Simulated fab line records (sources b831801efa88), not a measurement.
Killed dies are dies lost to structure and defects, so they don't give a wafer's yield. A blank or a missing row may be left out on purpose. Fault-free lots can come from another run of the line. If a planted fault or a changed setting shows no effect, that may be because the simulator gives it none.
Problem report in the 8D (eight disciplines) form, filled by code	flow sky130	the parts of the form that need people (team, actions taken, sign-off) are left out

1. THE PROBLEM
METAL1_ALCU_THK at SKY_METAL1_THK_MEAS_06 reads a mean of 224.7 nm on 1 wafer of 1 lot; wafers without a fault read 246.6 nm with a standard deviation of 2.9. Measured from the usual mean, that is -7.6 standard deviations.
The step: measures by xrf.
Seen first at day 35 22:24 on filmMetro-02, wafer L912.6. Wafers with a number at this step in the record: 29, from 10 lots. Rule for "out" (also "out of limits"): further than 4 standard deviations from the usual mean. The other wafers with a number count as sound.

2. WHAT IT IS, AND WHAT IT ISN'T
question	is	is not
which readings at this step	METAL1_ALCU_THK	-
which lots	L912	L900, L901, L902, L905, L906, L918, L919, L920, L921
which wafers of those lots	L912.6	L912.3
read on which gauges	filmMetro-02	filmMetro-01, filmMetro-03
when	from day 35 22:24	up to then (16 sound wafers); but 12 sound wafers of L918, L919, L920, L921 came after

3. SUSPECTS, AND WHAT RULES EACH OUT
Counting: any tool at a process step up to the reading remains a suspect provided it ran every lot that is out. Sound lots after the first of them don't rule it out here, since some wafers of a struck lot are sound.
- the gauge at SKY_METAL1_THK_MEAS_06: kept. All the wafers that are out were read on filmMetro-02, and no step on other tools shows them out.
- rieDiel-01 at SKY_LI_CONTACT_ETCH_14 (etches BARC in N2/H2, stops on SiO2, time 45.9 s, target depth 60 nm): kept. It processed L912, the lot that is out, at day 33 07:41, and its most recent sound lot before then was L901 at day 29 07:17.
- pvdSputter-04 at SKY_METAL1_SPUTTER_04 (material TiN, target thk 70 nm, time 58.3 s): kept. It processed L912, the lot that is out, at day 35 17:12, and its most recent sound lot before then was L906 at day 33 19:28.
- The sound lot-mates ran in chamber 1 of rieDiel-01 at SKY_LI_CONTACT_ETCH_14, but the wafers that are out ran in chamber 3.
Still standing after the count: rieDiel-01 at SKY_LI_CONTACT_ETCH_14, pvdSputter-04 at SKY_METAL1_SPUTTER_04, filmMetro-02 at SKY_METAL1_THK_MEAS_06.

4. THE CAUSE (what the simulator had put in)
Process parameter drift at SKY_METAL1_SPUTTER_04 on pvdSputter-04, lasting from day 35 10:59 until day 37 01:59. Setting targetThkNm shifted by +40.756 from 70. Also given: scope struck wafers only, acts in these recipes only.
Counting left 3 suspects, and this tool is among them.

5. SEQUENCE OF EFFECTS, ordered by route
Rows list readings where the struck wafers' mean (over those with a number) sits beyond 3 standard deviations from the usual. Scope: only readings with a usual standard deviation given in the record; hours: median across lots of the time from each lot's start at the first step in this table that gives one to its start at this step; sigmas: change in usual standard deviations.
hours	step	reading	usual	on struck wafers	change	sigmas
0	SKY_METAL1_THK_MEAS_06	METAL1_ALCU_THK	246.6 nm	224.7	-21.9	-7.6

6. WHAT WOULD HAVE CAUGHT IT SOONER
Counted from the fault's start at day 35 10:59, it took 11 hours until the first out-of-limits reading at a measuring or inspecting step in this record, taken at day 35 22:24.
No tool reading at SKY_METAL1_SPUTTER_04 that has a usual standard deviation in the record was out on any struck wafer, so an alarm limit of 4 standard deviations on those readings would not have fired.
Lots out: 1; all had begun SKY_METAL1_SPUTTER_04 on pvdSputter-04 by day 35 22:24. Had the tool been put on hold then, not one of them would have been saved.
